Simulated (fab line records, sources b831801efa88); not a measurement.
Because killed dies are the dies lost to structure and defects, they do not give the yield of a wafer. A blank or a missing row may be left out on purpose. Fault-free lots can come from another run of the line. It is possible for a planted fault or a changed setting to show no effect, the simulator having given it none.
Struck lot and sound lot, side by side | flow sky130 | 14 steps out of a route of 708
Sound: the wafers L490.3, L490.4, L490.5. Struck: wafers L496.1, L496.5, L496.6. The cause comes at the end.
Per side, at each step with rows, come the tool, then ch with its chambers, and then its first start. Under that, the readings that differ: sound wafers | struck wafers | difference of the means | sigmas: that difference in standard deviations of wafers without a fault.
alike: same words and numbers on both sides, and readings whose means sit less than 2 such deviations apart. not compared: any withheld reading, any reading some wafer has no value for, any bound like >300 that may hide the same value, and any number with overlapping values for which the record gives no deviation.
Wherever a step has rows on one side only, a row that says differs or no value, or a row with sigmas, the two part there. Non-overlapping numbers with no deviation appear without sigmas and do not part them. A reading missing from all wafers of one side parts the sides only when that side holds two or more wafers.

first, 2 steps without rows for these wafers: SKY_CONTACT_ETCH_16 (etches BARC in N2/H2, stops on SiO2, time 45.9 s, target depth 60 nm); SKY_CONTACT_ETCH_17 (etches SiO2 in C4F8/O2/Ar, stops on Si3N4, target depth 340 nm).
SKY_CONTACT_ETCH_18: etches Si3N4 in CHF3/O2, stops on TiN, time 39 s, target depth 75 nm.
  sound: rie_diel-02 ch 1,3; struck: rie_diel-01 ch 0,3
  alike: drypump_motor_current_A, oes_product_au, throttle_valve_pct
  not compared: rf_hours_counter_h
then, 4 steps without rows for these wafers: SKY_CONTACT_STRIP_19 (strips in O2/N2); SKY_CONTACT_STRIP_20 (strips in post etch residue remover, time 1200 s); SKY_CONTACT_CLEAN_21 (cleans in IPA, time 180 s); SKY_CONTACT_CLEAN_22 (cleans in O3/DIW).
SKY_CONTACT_SPUTTER_23: material TiN, target thk 20 nm, time 80 s.
  struck on pvd_sputter-04, day 35 13:08; sound on pvd_sputter-02, day 33 14:26
  reading                  | sound             | struck            | difference | sigmas
  chamber_pressure_pa (Pa) | 4.986 4.987 4.994 | 5.011 5.003 5.017 | +0.021     | +2
  alike: cathode_dc_power_W, throttle_valve_pct
SKY_CONTACT_CVD_24: deposits W, target thk 340 nm, time 102.12 s.
  sound on cvd_w-01 ch 0,1, day 33 14:32; struck on cvd_w-01 ch 0,1, day 35 13:11
  alike: heater_power_w, susceptor_temp_C
  not compared: since_wet_clean_h
SKY_CONTACT_RS_MEAS_25: uses a four-point probe to measure.
  struck on film_metro-03, day 35 13:18; sound on film_metro-02, day 33 14:39
  alike: CONTACT_W_RS
SKY_CONTACT_THK_MEAS_26: measures by xrf.
  struck on film_metro-03, day 35 13:25; sound on film_metro-02, day 33 14:45
  alike: CONTACT_W_THK
SKY_CONTACT_CMP_27: polishes, stops on SiO2, t overpolish 15 s, target thk 0 nm.
  sound on cmp-02 ch 2,3, day 33 14:47; struck on cmp-01 ch 0,2,3, day 35 13:38
  alike: motor_current_A, overpolish_run_s, retaining_ring_pressure_frac, time_to_endpoint_s
SKY_METAL1_SPUTTER_00: material Ti, target thk 15 nm, time 10 s.
  struck on pvd_sputter-01, day 35 13:47; sound on pvd_sputter-04, day 33 15:05
  no value came back on the struck wafers for cathode_dc_power_W (W), chamber_pressure_pa (Pa), throttle_valve_pct (%), time_s (s); on the sound wafers cathode_dc_power_W (W) reads 3000.4 3000.2 2999.5
SKY_METAL1_SPUTTER_01: material TiN, target thk 20 nm, time 16.7 s.
  struck on pvd_sputter-01, day 35 13:48; sound on pvd_sputter-04, day 33 15:07
  alike: cathode_dc_power_W, chamber_pressure_pa, throttle_valve_pct

## WHERE THEY PART
Last at SKY_METAL1_SPUTTER_00 as far as this record goes, first at SKY_CONTACT_SPUTTER_23. Later steps at which nothing parts them and some readings are alike: SKY_METAL1_SPUTTER_01.

WHY: whatever the simulator had introduced
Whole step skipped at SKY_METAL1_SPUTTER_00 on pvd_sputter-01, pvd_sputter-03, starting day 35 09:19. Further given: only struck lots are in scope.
